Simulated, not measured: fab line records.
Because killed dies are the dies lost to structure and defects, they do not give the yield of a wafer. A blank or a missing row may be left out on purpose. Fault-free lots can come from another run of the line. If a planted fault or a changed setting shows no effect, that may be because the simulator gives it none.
The tool behind it: which one? ; flow gf180mcu ; 11 lots with 33 wafers sampled at 2 steps, on a route of 602 steps

== WHAT THE GAUGES SHOWED, per wafer ==
GF_M4_THK_MEAS_06: measures by xrf.
lot;measured;on;M4_ALCU_THK (nm)
L749;day 22 12:59;film_metro-01;451 448 449
L750;day 22 18:31;film_metro-04;453 451 451
L754;day 24 03:27;film_metro-04;458 459 454
L756;day 25 00:43;film_metro-02;461 452 448
L757;day 25 07:08;film_metro-02;445 451 453
L758;day 25 13:53;film_metro-01;454 451 447
L763;day 27 03:59;film_metro-02;458 453 451
L766;day 28 15:41;film_metro-01;452 448 453
L769;day 29 06:43;film_metro-02;451 448 440
L770;day 29 13:17;film_metro-02;463 466 466
L771;day 29 17:11;film_metro-02;454 453 455

== WHAT TOOL EACH LOT RAN ON (gives the tool, then ch and the chambers of the sampled wafers, and finally the start) ==
lot;GF_M4_SPUTTER_01
L749;pvd_sputter-02, day 22 12:44
L750;pvd_sputter-02, day 22 18:15
L754;pvd_sputter-04, day 24 03:13
L756;pvd_sputter-03, day 25 00:29
L757;pvd_sputter-02, day 25 06:54
L758;pvd_sputter-03, day 25 13:38
L763;pvd_sputter-04, day 27 03:45
L766;pvd_sputter-04, day 28 15:27
L769;pvd_sputter-04, day 29 06:28
L770;pvd_sputter-03, day 29 13:02
L771;pvd_sputter-03, day 29 16:56
- GF_M4_SPUTTER_01: material TiN, target thk 30 nm, time 25 s.

== THE ANSWER, worked out from the rows above alone ==
Rule: usual is defined by the lots themselves. The widest of any qualifying gaps counts: lots, ordered by their means at a reading, are off when they make up no more than a third of the lots, leave a main group of 4 or more, and stand apart from it by 3 or more times the standard deviation of that group's means. If all means in a main group match to the digits the tables above print for the reading, that group is not used. Also off: a lot with no number at a reading for which 4 or more lots have one. Where the step has rows for the other lots, those lots are counted as sound.
No lot is off at any reading shown: from this, nothing can be told.

== WHAT WAS PUT IN BY THE SIMULATOR ==
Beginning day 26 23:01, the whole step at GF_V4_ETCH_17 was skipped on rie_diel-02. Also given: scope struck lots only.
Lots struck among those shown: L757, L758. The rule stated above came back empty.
